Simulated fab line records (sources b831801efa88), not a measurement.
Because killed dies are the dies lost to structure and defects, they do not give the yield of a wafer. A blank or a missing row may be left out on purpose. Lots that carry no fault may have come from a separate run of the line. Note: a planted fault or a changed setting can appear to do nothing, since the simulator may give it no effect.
Chamber matching | flow sky130 | SKY_VIA4_ETCH_12 on rie_diel-01: 4 sister chambers
The step etches SiO2 in C4F8/O2/Ar, stops on TiN, target depth 580 nm. 8 wafers are shown with their chamber, then 8 later ones without.

WAFERS PAIRED WITH THEIR CHAMBERS
wafer  | chamber | oes_product_au (a.u.)
L077.4 | 0       | 0.922
L084.2 | 1       | 0.924
L084.3 | 0       | 0.937
L087.2 | 2       | 0.924
L089.1 | 2       | 0.925
L089.3 | 3       | 0.920
L089.6 | 3       | 0.922
L091.3 | 1       | 0.928

WAFERS WITH NO CHAMBER GIVEN
wafer  | oes_product_au (a.u.)
L091.4 | 0.934
L091.5 | 0.926
L096.2 | 0.923
L096.3 | 0.927
L096.5 | 0.929
L097.1 | 0.923
L097.5 | 0.925
L097.6 | 0.917

THE CHAMBER EACH PASSED THROUGH
wafer  | from the rows above               | in truth
L091.4 | can't be placed: 0 or 1 or 2 or 3 | 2
L091.5 | can't be placed: 1 or 2 or 0 or 3 | 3
L096.2 | can't be placed: 2 or 3 or 1 or 0 | 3
L096.3 | can't be placed: 1 or 0 or 2 or 3 | 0
L096.5 | can't be placed: 0 or 1 or 2 or 3 | 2
L097.1 | can't be placed: 2 or 3 or 1 or 0 | 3
L097.5 | can't be placed: 2 or 1 or 3 or 0 | 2
L097.6 | can't be placed: 3 or 2 or 1 or 0 | 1
Placed correctly: 0 of 8. Cannot be placed on the basis of these rows: 8; the candidates contain the true chamber in 8. Placed wrongly: 0.
How it was worked out, from the rows above alone: a wafer's distance from a chamber is the root of the sum, over the readings, of the square of ((its reading less the chamber's mean) divided by the reading's scatter). The wafer belongs to the nearest chamber; if the next one is less than 2 further off, it can't be placed. For every chamber, the mean is computed from those of its wafers that are shown. The scatter is the square root of a quotient: the sum, over the shown wafers, of each reading's squared deviation from its chamber's mean, divided by wafers minus chambers.
